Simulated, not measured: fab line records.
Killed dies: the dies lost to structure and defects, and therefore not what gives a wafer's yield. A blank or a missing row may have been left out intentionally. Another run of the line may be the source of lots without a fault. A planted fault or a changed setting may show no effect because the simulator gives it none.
Chamber matching ; flow sky130 ; 4 sister chambers for SKY_VIA3_ETCH_15 on rieDiel-02
The step etches SiO2 in C4F8/O2/Ar, stops on TiN, target depth 507 nm, time 78 s. 14 wafers are shown with their chamber, then 7 later ones without.

## WAFERS, EACH WITH ITS CHAMBER
wafer;chamber;oesProductAu (a.u.)
L551.2;3;0.946
L551.3;2;0.955
L551.4;0;0.944
L552.4;2;0.945
L552.5;1;0.948
L552.6;2;0.937
L554.2;1;0.941
L554.5;3;0.943
L554.6;2;0.951
L562.2;0;0.952
L562.3;1;0.938
L562.4;2;0.940
L563.3;0;0.952
L563.4;1;0.953

SIGNATURES, as means of the wafers listed above
reading;chamber 0;chamber 1;chamber 2;chamber 3;scatter within a chamber
oesProductAu;0.94933;0.94500;0.94560;0.94450;0.00639
Rule: a wafer's distance from a chamber is the root of the sum, over the readings, of the square of ((its reading less the chamber's mean) divided by the reading's scatter). If the next closest chamber is less than 2 further off than the closest, the wafer can't be placed; otherwise it belongs to the closest. The scatter: the root of (the sum of the squares of (reading less its chamber's mean) over the shown wafers, divided by (wafers less chambers)).

## WAFERS WITHOUT THEIR CHAMBER
wafer;oesProductAu (a.u.)
L563.6;0.938
L564.1;0.945
L564.2;0.942
L564.4;0.946
L567.2;0.956
L567.4;0.940
L567.6;0.943

## WHICH CHAMBER EACH ONE RAN IN
wafer;from the rows above;in truth
L563.6;can't be placed: 3 or 1 or 2 or 0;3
L564.1;can't be placed: 1 or 3 or 2 or 0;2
L564.2;can't be placed: 3 or 1 or 2 or 0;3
L564.4;can't be placed: 2 or 1 or 3 or 0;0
L567.2;can't be placed: 0 or 2 or 1 or 3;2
L567.4;can't be placed: 3 or 1 or 2 or 0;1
L567.6;can't be placed: 3 or 1 or 2 or 0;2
Correctly placed: 0 of 7. Cannot be placed on the basis of these rows: 7; the candidates contain the true chamber in 7. Number placed wrongly: 0.
